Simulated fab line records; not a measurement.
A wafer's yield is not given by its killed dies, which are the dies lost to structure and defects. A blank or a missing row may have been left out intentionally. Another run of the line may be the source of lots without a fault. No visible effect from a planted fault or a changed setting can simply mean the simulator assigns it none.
Struck lot and sound lot, side by side | flow sky130 | 34 steps out of a route of 708
Sound: these wafers, L911.2, L911.5, L911.6. Struck: wafers L922.1, L922.2, L922.4. Last of all comes the cause.
For every step that has rows: the tool of each side, followed by ch and its chambers, followed by its first start. Under that, the readings that differ: sound wafers | struck wafers | difference of the means | sigmas: that difference in standard deviations of wafers without a fault.
alike: a reading whose means differ by less than 2 such deviations, as well as words and numbers matching on both sides. not compared: withheld readings; readings where some wafer has no value; bounds like >300 that might hide an equal value; numbers whose values overlap and for which the record gives no deviation.
Wherever a step has rows on one side only, a row that says differs or no value, or a row with sigmas, the two part there. When numbers do not overlap yet have no deviation, they are printed without sigmas and do not part them. A reading that every wafer of one side lacks parts them only if that side has two wafers or more.

first, 7 steps without rows for these wafers: SKY_SONOS_TUNNEL_DEVELOP_06 (develop time 60 s); SKY_SONOS_TUNNEL_IMPLANT_09; SKY_SONOS_TUNNEL_WET_ETCH_10 (etches SiO2 in dHF, target depth 14 nm, time 280 s); SKY_SONOS_TUNNEL_STRIP_11 (strips in SPM, time 600 s); SKY_SONOS_TUNNEL_CLEAN_13 (cleans in dHF, time 20 s); SKY_SONOS_ONO_OXIDATION_00 (stabilise 600 s, purge 300 s, target thk 2.6 nm); SKY_SONOS_ONO_CVD_02 (deposits Si3N4 from DCS/NH3, target thk 10.5 nm, time 180 s).
SKY_SONOS_ONO_CVD_04: deposits SiO2 from SiH4/N2O, target thk 5.7199 nm.
  sound on lpcvd-03 ch 1, day 12 11:36; struck on lpcvd-03 ch 0, day 15 08:35
reading                                   | sound             | struck            | difference | sigmas
spikeTcCentreC (C)                        | 905.7 904.1 903.1 | 926.2 926.5 924.7 | +21.5      | +22
spikeTcLowerC (C)                         | 908.1 905.9 905.5 | 902.5 901.5 901.3 | -4.7       | -3
spikeTcUpperC (C)                         | 905.2 905.5 903.6 | 902.2 902.8 902.4 | -2.3       | -2
zonePowerCentrePct (%)                    | 18.54 18.57 18.57 | 25.27 25.05 25.41 | +6.68      | +25
zonePowerLowerPct (%)                     | 15.5 15.4 15.8    | 13.0 12.9 13.1    | -2.6       | -5
zonePowerUpperPct (%)                     | 19.1 19.0 19.1    | 15.6 15.5 15.5    | -3.5       | -7
model.SiO2_of_SONOS_ONO_CVD_04.thkNm (nm) | 6.347 6.313 6.263 | 6.847 6.977 7.103 | +0.668     | 
SKY_SONOS_ONO_THK_MEAS_05:
  sound: filmMetro-01 at day 12 12:54; struck: filmMetro-02 at day 15 09:50
reading                   | sound          | struck         | difference | sigmas
SONOS_ONO_CVD_04_THK (nm) | 6.34 6.37 6.27 | 6.80 6.99 7.10 | +0.64      | +5
then, 23 steps without rows for these wafers: SKY_SONOS_ONO_DEHYDRATE_06 (time 60 s); SKY_SONOS_ONO_HMDS_07 (prime time 60 s); SKY_SONOS_ONO_COAT_08 (resist thk 1140 nm); SKY_SONOS_ONO_SOFTBAKE_09 (time 60 s); SKY_SONOS_ONO_EXPOSE_10 (exposes mask ONOM, target cd 410 nm); SKY_SONOS_ONO_PEB_11; SKY_SONOS_ONO_DEVELOP_12 (develop time 60 s); SKY_SONOS_ONO_ETCH_15 (etches the open film in CHF3/O2, target depth 19.52 nm, time 7.8 s); SKY_SONOS_ONO_WET_ETCH_16 (etches SiO2 in dHF, target depth 14 nm, time 280 s); SKY_SONOS_ONO_STRIP_17 (strips in O2/N2); SKY_SONOS_ONO_WET_ETCH_18 (etches Si3N4 in H3PO4, target depth 15 nm, time 172 s); SKY_GATE_OXIDE_CLEAN_00 (cleans in SC1/SC2, time 150 s); SKY_GATE_OXIDE_OXIDATION_01 (stabilise 600 s, purge 300 s, target thk 10.268 nm); SKY_GATE_OXIDE_DEHYDRATE_03 (time 60 s); SKY_GATE_OXIDE_HMDS_04 (prime time 60 s); SKY_GATE_OXIDE_COAT_05 (resist thk 1140 nm); SKY_GATE_OXIDE_SOFTBAKE_06 (time 60 s); SKY_GATE_OXIDE_EXPOSE_07 (exposes mask LVOM, target cd 600 nm); SKY_GATE_OXIDE_PEB_08; SKY_GATE_OXIDE_DEVELOP_09 (develop time 60 s); SKY_GATE_OXIDE_IMPLANT_11; SKY_GATE_OXIDE_WET_ETCH_12 (etches SiO2 in dHF, target depth 16.8 nm, time 336 s); SKY_GATE_OXIDE_STRIP_13 (strips in O2/N2).
-- the record jumps here: 2 days lie between the struck wafers' starts before and after --
SKY_GATE_OXIDE_CLEAN_15: cleans in SC1/SC2, time 150 s.
  sound on wetBench-01 ch 0, day 14 17:16; struck on wetBench-03 ch 0, day 17 20:46
reading                                   | sound             | struck            | difference | sigmas
model.SiO2_of_SONOS_ONO_CVD_04.thkNm (nm) | 4.835 4.791 4.743 | 5.324 5.453 5.584 | +0.664     | 
-- the record jumps here: 31 days lie between the struck wafers' starts before and after (it left off in module GATE_OXIDE and takes up again in module PAD_OPEN, whose first step shown is number 708 of the route) --
SKY_PAD_OPEN_PROBE_99:
  sound: prober-01 at day 46 16:04; struck: prober-02 at day 48 17:08
reading                                 | sound                | struck               | difference | sigmas
killed_at_M0_to_M3                      | 59 49 54             | 46 28 38             | -17        | -2
killedDies                              | 102 79 94            | 81 68 68             | -19        | -2
model.etest.sonosErased.driveUaUm       | 164.2 173.7 153.1    | 129.8 116.9 111.4    | -44.3      | 
model.etest.sonosProgrammed.offLog10AUm | -13.82 -13.88 -13.98 | -11.71 -11.21 -9.888 | +2.96      | 
model.etest.capOno.gateLog10ACm2        | -8.757 -8.656 -8.726 | -9.494 -9.59 -9.686  | -0.877     | 
model.etest.capOno.gateBvV (V)          | 17.37 16.54 17.02    | 17.89 18.07 17.74    | +0.92      | 
model.etest.capOno.toxAccNm (nm)        | 13.54 13.43 13.43    | 14.09 14.17 14.3     | +0.72      | 
model.etest.sonosProgrammed.vtV (V)     | 1.088 1.101 1.156    | 0.7589 0.7145 0.5815 | -0.4300    | 
model.etest.sonosErased.vtV (V)         | -1.981 -2.044 -2.018 | -1.665 -1.588 -1.512 | +0.426     | 
  alike: killed_at_M4_up, killedAtContacts, killedAtFrontEnd, killedAtOther, killedOpen, killedShort
  not compared: model.etest.sonosUncharged.rOnOhmUm

## WHERE THEY PART
Earliest at SKY_SONOS_ONO_CVD_04; latest, in this record, at SKY_PAD_OPEN_PROBE_99.

WHY: what the simulator had put in
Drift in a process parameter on lpcvd-03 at SKY_SONOS_ONO_CVD_04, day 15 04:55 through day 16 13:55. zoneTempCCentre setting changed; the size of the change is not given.
